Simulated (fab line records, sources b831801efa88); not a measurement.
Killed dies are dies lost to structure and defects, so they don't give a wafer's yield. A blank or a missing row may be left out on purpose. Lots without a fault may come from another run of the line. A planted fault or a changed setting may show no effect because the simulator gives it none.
A struck lot beside a sound one | flow sky130 | 14 steps out of a route of 708
Sound: wafers L380.1, L380.3, L380.4. Struck: wafers L386.1, L386.4, L386.6. The cause comes at the end.
At each step with rows: each side's tool, then ch and its chambers, then its first start. Under that, the readings that differ: sound wafers | struck wafers | difference of the means | sigmas: that difference in standard deviations of wafers without a fault.
alike: readings whose means differ by less than 2 such deviations, and words and numbers that are the same on both sides. not compared: withheld readings, readings that some wafer has no value for, bounds like >300 that may hide the same value, and numbers for which the record gives no deviation and whose values overlap.
The two part at a step that has a row with sigmas, a row that says differs or no value, or rows on one side only. Numbers that don't overlap but have no deviation are shown without sigmas and don't part them. A reading that every wafer of one side lacks parts them only if that side has two wafers or more.

SKY_VIA3_CD_MEAS_12: target cd 200 nm.
  sound on cd_sem-01, day 39 19:25; struck on cd_sem-01, day 41 22:46
  reading    | sound             | struck            | difference | sigmas
  cd_nm (nm) | 200.7 200.9 201.4 | 197.4 197.5 198.2 | -3.3       | -2
SKY_VIA3_OVL_MEAS_13:
  sound on overlay-01, day 39 19:32; struck on overlay-01, day 41 22:53
  alike: VIA3_OVL
SKY_VIA3_ETCH_14: etches BARC in N2/H2, stops on SiO2, time 45.9 s, target depth 60 nm.
  sound on rie_diel-04 ch 0,1, day 39 19:34; struck on rie_diel-04 ch 1,2,3, day 41 22:55
  alike: drypump_motor_current_A, oes_product_au, throttle_valve_pct
  not compared: rf_hours_counter_h
SKY_VIA3_ETCH_15: etches SiO2 in C4F8/O2/Ar, stops on TiN, target depth 507 nm, time 78 s.
  sound on rie_diel-04 ch 0,1, day 39 19:36; struck on rie_diel-04 ch 1,2,3, day 41 22:57
  alike: oes_product_au
  not compared: rf_hours_counter_h
SKY_VIA3_STRIP_16: strips in O2/N2.
  sound on plasma_asher-03 ch 0,1, day 39 19:40; struck on plasma_asher-01 ch 0,1, day 41 23:01
  alike: drypump_motor_current_A, oes_product_au, strip_time_to_endpoint_s
  not compared: rf_hours_counter_h
then, 3 steps without rows for these wafers: SKY_VIA3_STRIP_17 (strips in post etch residue remover, time 1200 s); SKY_VIA3_CLEAN_18 (cleans in IPA, time 180 s); SKY_VIA3_CLEAN_19 (cleans in O3/DIW).
SKY_VIA3_SPUTTER_20: material TiN, target thk 20 nm, time 80 s.
  sound on pvd_sputter-03, day 39 20:19; struck on pvd_sputter-03, day 41 23:38
  alike: throttle_valve_pct
SKY_VIA3_CVD_21: deposits W, target thk 390 nm, time 117.31 s.
  sound on cvd_w-02 ch 0,1, day 39 20:23; struck on cvd_w-01 ch 0,1, day 41 23:42
  alike: heater_power_w
SKY_VIA3_RS_MEAS_22: measures by four-point-probe.
  sound on film_metro-02, day 39 20:31; struck on film_metro-01, day 41 23:49
  alike: VIA3_W_RS
SKY_VIA3_THK_MEAS_23: measures by xrf.
  sound on film_metro-02, day 39 20:38; struck on film_metro-01, day 41 23:56
  alike: VIA3_W_THK
SKY_VIA3_CMP_24: polishes, stops on SiO2, t overpolish 20 s, target thk 0 nm.
  sound on cmp-02 ch 0,1,2, day 39 20:41; struck on cmp-01 ch 0,3, day 42 00:00
  no value came back on the struck wafers for any of 5 readings (edge_zone_pressure_frac, head_pressure_psi (psi) and others); on the sound wafers edge_zone_pressure_frac reads 1.001 1.003 0.992
  reading                                  | sound             | struck            | difference | sigmas
  model.W_of_VIA3_CVD_21.thk_nm (nm)       | 0 0 0             | 387.2 388.7 388.3 | +388.1     |
  model.SiO2_of_VIA3_HDPCVD_00.thk_nm (nm) | 460.9 460.4 462.1 | 466.7 467.6 466.9 | +5.9       |
-- the record jumps here: 6 days lie between the struck wafers' starts before and after (it left off in module VIA3 and takes up again in module PAD_OPEN, whose first step shown is number 708 of the route) --
SKY_PAD_OPEN_PROBE_99:
  the record has rows for the struck wafers here (prober-02, day 47 18:45) and none for the sound ones

WHERE THEY PART
First at SKY_VIA3_CD_MEAS_12; last, within this record, at SKY_PAD_OPEN_PROBE_99.

WHY: what the simulator had put in
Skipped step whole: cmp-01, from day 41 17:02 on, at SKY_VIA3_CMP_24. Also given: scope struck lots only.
